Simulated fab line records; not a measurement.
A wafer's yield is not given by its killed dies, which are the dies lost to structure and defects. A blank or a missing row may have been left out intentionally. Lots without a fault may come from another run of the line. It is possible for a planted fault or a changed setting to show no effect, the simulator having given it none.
Which of the tools did it? -- flow gf180mcu -- Sampling: 7 lots, 21 wafers, 2 of 602 route steps

== WHAT THE GAUGES SHOWED, per wafer ==
GF_M2_CD_MEAS_14 targets a cd of 280 nm.
lot,measured,on,cd-nm (nm)
L812,day 19 09:40,cd-sem-02,281.3 280.7 279.6
L814,day 20 07:34,cd-sem-02,281.0 281.3 280.2
L817,day 21 11:07,cd-sem-01,279.2 279.4 278.8
L820,day 22 13:15,cd-sem-02,281.6 282.8 283.4
L822,day 23 06:04,cd-sem-01,279.4 278.8 279.9
L831,day 26 09:43,cd-sem-02,279.6 279.7 280.1
L834,day 26 23:08,cd-sem-01,280.5 280.2 280.2

== EACH LOT AND THE TOOL THAT RAN IT (in order: tool; ch and the chambers of the sampled wafers; start) ==
lot,GF_DUAL_GATE_OXIDATION_15
L812,"furnace-01 ch 0, day 8 13:41"
L814,"furnace-01 ch 0, day 9 04:50"
L817,"furnace-01 ch 0, day 10 00:54"
L820,"furnace-01 ch 0, day 10 21:37"
L822,"furnace-01 ch 0, day 11 11:46"
L831,"furnace-02 ch 0, day 14 07:59"
L834,"furnace-01 ch 0, day 15 00:58"
- GF_DUAL_GATE_OXIDATION_15: stabilise 600 s, purge 300 s, target thk 7.098 nm.

== THE ANSWER, worked out from the rows above alone ==
Rule: what is usual is taken from the lots themselves. Put in order of their means at a reading, lots are off if they are a third of the lots or fewer, leave a main group of 4 or more, and stand apart from it by a gap of 3 or more times the standard deviation of the main group's means; of several such gaps the widest counts. A main group is skipped when, at the precision printed for the reading in the tables above, its means are all equal. Also off: a lot with no number at a reading for which 4 or more lots have one. All remaining lots with rows at the step are treated as sound.
None of the lots is off at any reading shown; this tells nothing.

== WHAT THE SIMULATOR HAD INSERTED ==
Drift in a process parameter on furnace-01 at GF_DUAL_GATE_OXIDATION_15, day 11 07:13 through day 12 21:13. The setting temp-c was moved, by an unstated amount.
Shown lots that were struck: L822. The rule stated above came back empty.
